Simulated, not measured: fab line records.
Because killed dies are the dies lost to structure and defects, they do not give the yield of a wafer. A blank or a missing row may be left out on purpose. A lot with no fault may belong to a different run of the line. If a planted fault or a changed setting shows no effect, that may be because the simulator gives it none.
Which of the tools did it? || flow sky130 || 39 wafers from 13 lots sampled at 5 of the route's 708 steps

WHAT EACH GAUGE READ, for each wafer
SKY_FIELD_ISO_THK_MEAS_04.
{"lot": "L365", "measured": "day 1 19:50", "on": "filmMetro-02", "FIELD_ISO_CVD_03_THK (nm)": "167.3 165.7 164.6"}
{"lot": "L366", "measured": "day 1 23:30", "on": "filmMetro-04", "FIELD_ISO_CVD_03_THK (nm)": "163.4 163.8 163.3"}
{"lot": "L367", "measured": "day 2 05:41", "on": "filmMetro-04", "FIELD_ISO_CVD_03_THK (nm)": "160.3 163.0 160.5"}
{"lot": "L368", "measured": "day 2 13:14", "on": "filmMetro-01", "FIELD_ISO_CVD_03_THK (nm)": "161.1 161.4 160.5"}
{"lot": "L369", "measured": "day 2 19:17", "on": "filmMetro-02", "FIELD_ISO_CVD_03_THK (nm)": "165.7 166.2 167.5"}
{"lot": "L370", "measured": "day 2 22:32", "on": "filmMetro-01", "FIELD_ISO_CVD_03_THK (nm)": "166.1 166.3 167.7"}
{"lot": "L371", "measured": "day 3 03:25", "on": "filmMetro-01", "FIELD_ISO_CVD_03_THK (nm)": "165.7 166.0 164.9"}
{"lot": "L373", "measured": "day 3 10:57", "on": "filmMetro-01", "FIELD_ISO_CVD_03_THK (nm)": "164.7 162.9 163.2"}
{"lot": "L375", "measured": "day 3 20:53", "on": "filmMetro-02", "FIELD_ISO_CVD_03_THK (nm)": "163.4 163.0 164.5"}
{"lot": "L376", "measured": "day 4 03:08", "on": "filmMetro-01", "FIELD_ISO_CVD_03_THK (nm)": "166.1 166.4 166.7"}
{"lot": "L377", "measured": "day 4 08:22", "on": "filmMetro-04", "FIELD_ISO_CVD_03_THK (nm)": "164.3 163.2 165.3"}
{"lot": "L378", "measured": "day 4 13:01", "on": "filmMetro-02", "FIELD_ISO_CVD_03_THK (nm)": "163.9 164.1 163.6"}
{"lot": "L381", "measured": "day 5 02:40", "on": "filmMetro-04", "FIELD_ISO_CVD_03_THK (nm)": "162.7 161.1 163.0"}

SKY_GATE_OXIDE_THK_MEAS_02.
{"lot": "L365", "measured": "day 13 08:28", "on": "filmMetro-03", "GATE_OXIDE_OXIDATION_00_THK (nm)": "10.15 10.17 10.19"}
{"lot": "L366", "measured": "day 13 17:08", "on": "filmMetro-03", "GATE_OXIDE_OXIDATION_00_THK (nm)": "10.53 10.33 10.42"}
{"lot": "L367", "measured": "day 13 20:02", "on": "filmMetro-03", "GATE_OXIDE_OXIDATION_00_THK (nm)": "10.26 10.33 10.35"}
{"lot": "L368", "measured": "day 14 03:29", "on": "filmMetro-04", "GATE_OXIDE_OXIDATION_00_THK (nm)": "10.22 10.17 10.05"}
{"lot": "L369", "measured": "day 14 11:15", "on": "filmMetro-02", "GATE_OXIDE_OXIDATION_00_THK (nm)": "10.08 10.14 10.17"}
{"lot": "L370", "measured": "day 14 19:48", "on": "filmMetro-02", "GATE_OXIDE_OXIDATION_00_THK (nm)": "9.99 10.34 10.14"}
{"lot": "L371", "measured": "day 15 05:27", "on": "filmMetro-04", "GATE_OXIDE_OXIDATION_00_THK (nm)": "9.91 9.74 9.83"}
{"lot": "L373", "measured": "day 15 15:34", "on": "filmMetro-02", "GATE_OXIDE_OXIDATION_00_THK (nm)": "10.18 10.12 10.03"}
{"lot": "L375", "measured": "day 16 09:58", "on": "filmMetro-03", "GATE_OXIDE_OXIDATION_00_THK (nm)": "10.04 9.90 10.17"}
{"lot": "L376", "measured": "day 17 00:37", "on": "filmMetro-02", "GATE_OXIDE_OXIDATION_00_THK (nm)": "9.75 9.88 9.86"}
{"lot": "L377", "measured": "day 17 03:05", "on": "filmMetro-04", "GATE_OXIDE_OXIDATION_00_THK (nm)": "16.96 17.27 16.84"}
{"lot": "L378", "measured": "day 17 10:28", "on": "filmMetro-03", "GATE_OXIDE_OXIDATION_00_THK (nm)": "9.96 9.98 9.92"}
{"lot": "L381", "measured": "day 18 13:49", "on": "filmMetro-02", "GATE_OXIDE_OXIDATION_00_THK (nm)": "16.68 16.49 16.36"}

SKY_LI_CONTACT_THK_MEAS_01.
{"lot": "L365", "measured": "day 28 15:27", "on": "filmMetro-04", "LI_CONTACT_HDPCVD_THK (nm)": "932 946 948"}
{"lot": "L366", "measured": "day 28 22:58", "on": "filmMetro-03", "LI_CONTACT_HDPCVD_THK (nm)": "915 919 930"}
{"lot": "L367", "measured": "day 29 01:05", "on": "filmMetro-04", "LI_CONTACT_HDPCVD_THK (nm)": "941 933 928"}
{"lot": "L368", "measured": "day 29 09:49", "on": "filmMetro-01", "LI_CONTACT_HDPCVD_THK (nm)": "938 928 930"}
{"lot": "L369", "measured": "day 29 19:17", "on": "filmMetro-03", "LI_CONTACT_HDPCVD_THK (nm)": "928 933 930"}
{"lot": "L370", "measured": "day 30 03:47", "on": "filmMetro-03", "LI_CONTACT_HDPCVD_THK (nm)": "932 932 941"}
{"lot": "L371", "measured": "day 30 15:55", "on": "filmMetro-01", "LI_CONTACT_HDPCVD_THK (nm)": "947 943 943"}
{"lot": "L373", "measured": "day 30 23:40", "on": "filmMetro-01", "LI_CONTACT_HDPCVD_THK (nm)": "925 930 924"}
{"lot": "L375", "measured": "day 31 15:01", "on": "filmMetro-04", "LI_CONTACT_HDPCVD_THK (nm)": "913 924 928"}
{"lot": "L376", "measured": "day 32 04:47", "on": "filmMetro-04", "LI_CONTACT_HDPCVD_THK (nm)": "930 927 940"}
{"lot": "L377", "measured": "day 32 05:40", "on": "filmMetro-04", "LI_CONTACT_HDPCVD_THK (nm)": "915 908 919"}
{"lot": "L378", "measured": "day 32 15:21", "on": "filmMetro-03", "LI_CONTACT_HDPCVD_THK (nm)": "930 925 935"}
{"lot": "L381", "measured": "day 33 13:14", "on": "filmMetro-01", "LI_CONTACT_HDPCVD_THK (nm)": "945 943 950"}

SKY_CONTACT_OVL_MEAS_15.
{"lot": "L365", "measured": "day 32 05:43", "on": "overlay-01", "CONTACT_OVL (nm)": "11 8 4"}
{"lot": "L366", "measured": "day 32 13:01", "on": "overlay-02", "CONTACT_OVL (nm)": "7 3 4"}
{"lot": "L367", "measured": "day 32 15:04", "on": "overlay-01", "CONTACT_OVL (nm)": "-2 6 -9"}
{"lot": "L368", "measured": "day 32 23:42", "on": "overlay-02", "CONTACT_OVL (nm)": "-7 -11 -7"}
{"lot": "L369", "measured": "day 33 08:39", "on": "overlay-01", "CONTACT_OVL (nm)": "-3 -1 -4"}
{"lot": "L370", "measured": "day 33 17:21", "on": "overlay-01", "CONTACT_OVL (nm)": "3 -3 7"}
{"lot": "L371", "measured": "day 34 04:58", "on": "overlay-02", "CONTACT_OVL (nm)": "-7 -2 3"}
{"lot": "L373", "measured": "day 34 12:19", "on": "overlay-02", "CONTACT_OVL (nm)": "-2 1 -2"}
{"lot": "L375", "measured": "day 35 02:04", "on": "overlay-01", "CONTACT_OVL (nm)": "1 -5 -2"}
{"lot": "L376", "measured": "day 35 16:04", "on": "overlay-01", "CONTACT_OVL (nm)": "-5 -3 -3"}
{"lot": "L377", "measured": "day 35 17:13", "on": "overlay-02", "CONTACT_OVL (nm)": "-4 -9 -6"}
{"lot": "L378", "measured": "day 36 01:58", "on": "overlay-01", "CONTACT_OVL (nm)": "-1 -8 -5"}
{"lot": "L381", "measured": "day 37 00:04", "on": "overlay-02", "CONTACT_OVL (nm)": "5 1 -7"}

WHAT TOOL EACH LOT RAN ON (gives the tool, then ch and the chambers of the sampled wafers, and finally the start)
{"lot": "L365", "SKY_GATE_OXIDE_OXIDATION_01": "furnace-01 ch 0, day 13 07:04"}
{"lot": "L366", "SKY_GATE_OXIDE_OXIDATION_01": "furnace-01 ch 0, day 13 15:42"}
{"lot": "L367", "SKY_GATE_OXIDE_OXIDATION_01": "furnace-01 ch 0, day 13 18:38"}
{"lot": "L368", "SKY_GATE_OXIDE_OXIDATION_01": "furnace-01 ch 0, day 14 02:04"}
{"lot": "L369", "SKY_GATE_OXIDE_OXIDATION_01": "furnace-02 ch 0, day 14 09:49"}
{"lot": "L370", "SKY_GATE_OXIDE_OXIDATION_01": "furnace-02 ch 0, day 14 18:22"}
{"lot": "L371", "SKY_GATE_OXIDE_OXIDATION_01": "furnace-02 ch 0, day 15 04:02"}
{"lot": "L373", "SKY_GATE_OXIDE_OXIDATION_01": "furnace-02 ch 0, day 15 14:09"}
{"lot": "L375", "SKY_GATE_OXIDE_OXIDATION_01": "furnace-02 ch 0, day 16 08:34"}
{"lot": "L376", "SKY_GATE_OXIDE_OXIDATION_01": "furnace-02 ch 0, day 16 23:11"}
{"lot": "L377", "SKY_GATE_OXIDE_OXIDATION_01": "furnace-02 ch 0, day 16 23:11 and furnace-01 ch 0, day 17 01:30"}
{"lot": "L378", "SKY_GATE_OXIDE_OXIDATION_01": "furnace-02 ch 0, day 17 09:04"}
{"lot": "L381", "SKY_GATE_OXIDE_OXIDATION_01": "furnace-02 ch 0, day 18 10:30 and furnace-01 ch 0, day 18 12:24"}
- SKY_GATE_OXIDE_OXIDATION_01: stabilise 600 s, purge 300 s, target thk 10.268 nm.

AS READ BY THE TOOLS THEMSELVES (means over the sampled wafers that have a number; for cases with no such wafer, the mark the record gives instead)
SKY_GATE_OXIDE_OXIDATION_01.
{"lot": "L365", "tool": "furnace-01", "spikeTcBottomC (C)": 911.6}
{"lot": "L366", "tool": "furnace-01", "spikeTcBottomC (C)": 911.8}
{"lot": "L367", "tool": "furnace-01", "spikeTcBottomC (C)": 912.0}
{"lot": "L368", "tool": "furnace-01", "spikeTcBottomC (C)": 912.5}
{"lot": "L369", "tool": "furnace-02", "spikeTcBottomC (C)": 918.2}
{"lot": "L370", "tool": "furnace-02", "spikeTcBottomC (C)": 919.3}
{"lot": "L371", "tool": "furnace-02", "spikeTcBottomC (C)": 918.4}
{"lot": "L373", "tool": "furnace-02", "spikeTcBottomC (C)": 918.2}
{"lot": "L375", "tool": "furnace-02", "spikeTcBottomC (C)": 917.7}
{"lot": "L376", "tool": "furnace-02", "spikeTcBottomC (C)": 918.6}
{"lot": "L377", "tool": "furnace-02/furnace-01", "spikeTcBottomC (C)": 915.0}
{"lot": "L378", "tool": "furnace-02", "spikeTcBottomC (C)": 918.3}
{"lot": "L381", "tool": "furnace-02/furnace-01", "spikeTcBottomC (C)": 915.4}

THE ANSWER, worked out from the rows above alone
Rule: usual is defined by the lots themselves. Put in order of their means at a reading, lots are off if they are a third of the lots or fewer, leave a main group of 4 or more, and stand apart from it by a gap of 3 or more times the standard deviation of the main group's means; of several such gaps the widest counts. The tables above print the reading to a certain number of digits; a main group whose means all agree to those digits is not used. A lot without any number at a reading at which 4 lots or more have one is off too. Where the step has rows for the other lots, those lots are counted as sound. The gauges are gone through in route order, then the tools' own readings, and for those a lot's mean is taken as printed above. At the first step where some lot is off, the reading lying furthest off is the one used; lots without a number count as furthest.
Off: at SKY_GATE_OXIDE_THK_MEAS_02 (GATE_OXIDE_OXIDATION_00_THK), L377, L381. Main group: mean 10.10 nm, sd 0.17.
A tool fits if, at a process step before that reading, it ran every lot that is off, and no sound lot after the first of them. Those tools and the gauges at SKY_GATE_OXIDE_THK_MEAS_02 are tried in the same way. One candidate fits, namely furnace-01 at SKY_GATE_OXIDE_OXIDATION_01. Its last sound lot is L368 (day 14 02:04), its first lot that is off L377 (day 17 01:30): a fault that began between those two fits.

WHAT THE SIMULATOR HAD PUT IN
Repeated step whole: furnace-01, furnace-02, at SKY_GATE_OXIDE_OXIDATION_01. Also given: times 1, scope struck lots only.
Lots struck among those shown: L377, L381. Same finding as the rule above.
